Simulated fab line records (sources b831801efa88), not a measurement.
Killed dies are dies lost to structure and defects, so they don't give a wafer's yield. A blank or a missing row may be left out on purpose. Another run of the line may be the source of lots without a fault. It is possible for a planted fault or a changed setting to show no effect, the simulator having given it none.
The tool behind it: which one? | flow sky130 | 11 lots, 33 wafers sampled, at 3 steps of a route of 708

WHAT THE GAUGES READ, wafer by wafer
SKY_VIA4_THK_MEAS_01.
lot  | measured     | on            | VIA4_HDPCVD_THK (nm)
L915 | day 41 10:49 | film-metro-02 | 1764 1776 1776
L919 | day 43 19:32 | film-metro-04 | 1744 1742 1753
L921 | day 44 00:08 | film-metro-02 | 1726 1732 1731
L922 | day 44 02:22 | film-metro-04 | 1743 1739 1729
L924 | day 44 11:36 | film-metro-04 | 1755 1746 1739
L927 | day 45 12:59 | film-metro-03 | 1753 1726 1749
L931 | day 46 07:50 | film-metro-03 | 1970 1975 1957
L932 | day 46 10:43 | film-metro-03 | 1963 1966 1962
L934 | day 47 01:44 | film-metro-04 | 1971 1955 1969
L935 | day 47 03:39 | film-metro-04 | 1750 1724 1736
L937 | day 47 11:16 | film-metro-03 | 1751 1724 1706

WHICH TOOL RAN EACH LOT (tool, then ch and the chambers of the sampled wafers, then the start)
lot  | SKY_VIA3_CMP_24               | SKY_VIA4_HDPCVD_00
L915 | cmp-02 ch 0,1,2, day 39 09:08 | hdpcvd-01 ch 0,1,2, day 41 10:37
L919 | cmp-01 ch 1,2, day 41 18:08   | hdpcvd-01 ch 0,1,2, day 43 19:25
L921 | cmp-02 ch 0,1,3, day 42 00:41 | hdpcvd-02 ch 1,2, day 43 23:56
L922 | cmp-02 ch 1,2,3, day 42 02:32 | hdpcvd-01 ch 1,2, day 44 02:11
L924 | cmp-02 ch 1,2, day 42 12:19   | hdpcvd-01 ch 0,1,2, day 44 11:25
L927 | cmp-01 ch 0,1,3, day 43 17:51 | hdpcvd-01 ch 1,2, day 45 12:49
L931 | cmp-01 ch 0,1, day 44 11:27   | hdpcvd-01 ch 0,1,2, day 46 07:43
L932 | cmp-01 ch 0,1,2, day 44 14:46 | hdpcvd-01 ch 0,1,2, day 46 10:35
L934 | cmp-02 ch 0,1,2, day 45 06:47 | hdpcvd-01 ch 0,1, day 47 01:34
L935 | cmp-02 ch 0,2,3, day 45 07:47 | hdpcvd-02 ch 0,1, day 47 03:28
L937 | cmp-01 ch 0,1,2, day 45 16:54 | hdpcvd-02 ch 0,1,2, day 47 11:05
- SKY_VIA3_CMP_24: polishes, stops on SiO2, t overpolish 20 s, target thk 0 nm.
- SKY_VIA4_HDPCVD_00: deposits SiO2, target thk 1750 nm, time 291.7 s.

THE ANSWER, worked out from the rows above alone
Rule: usual is defined by the lots themselves. Put in order of their means at a reading, lots are off if they are a third of the lots or fewer, leave a main group of 4 or more, and stand apart from it by a gap of 3 or more times the standard deviation of the main group's means; of several such gaps the widest counts. If all means in a main group match to the digits the tables above print for the reading, that group is not used. Also off: a lot with no number at a reading for which 4 or more lots have one. Any other lot the step has rows for is counted as sound.
Off: L931, L932, L934, at SKY_VIA4_THK_MEAS_01 (VIA4_HDPCVD_THK). The main group: mean 1742 nm, standard deviation 13.
A tool fits if, at a process step before that reading, it ran every lot that is off, and no sound lot after the first of them. Those tools and the gauges at SKY_VIA4_THK_MEAS_01 are tried in the same way. One fits: hdpcvd-01 at SKY_VIA4_HDPCVD_00. Its last sound lot is L927 (day 45 12:49), its first lot that is off L931 (day 46 07:43): a fault that began between those two fits.

WHAT WAS PUT IN BY THE SIMULATOR
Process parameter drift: hdpcvd-01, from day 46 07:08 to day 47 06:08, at SKY_VIA4_HDPCVD_00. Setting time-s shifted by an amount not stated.
Shown lots that were struck: L931, L932, L934. This agrees with what the rule above found.
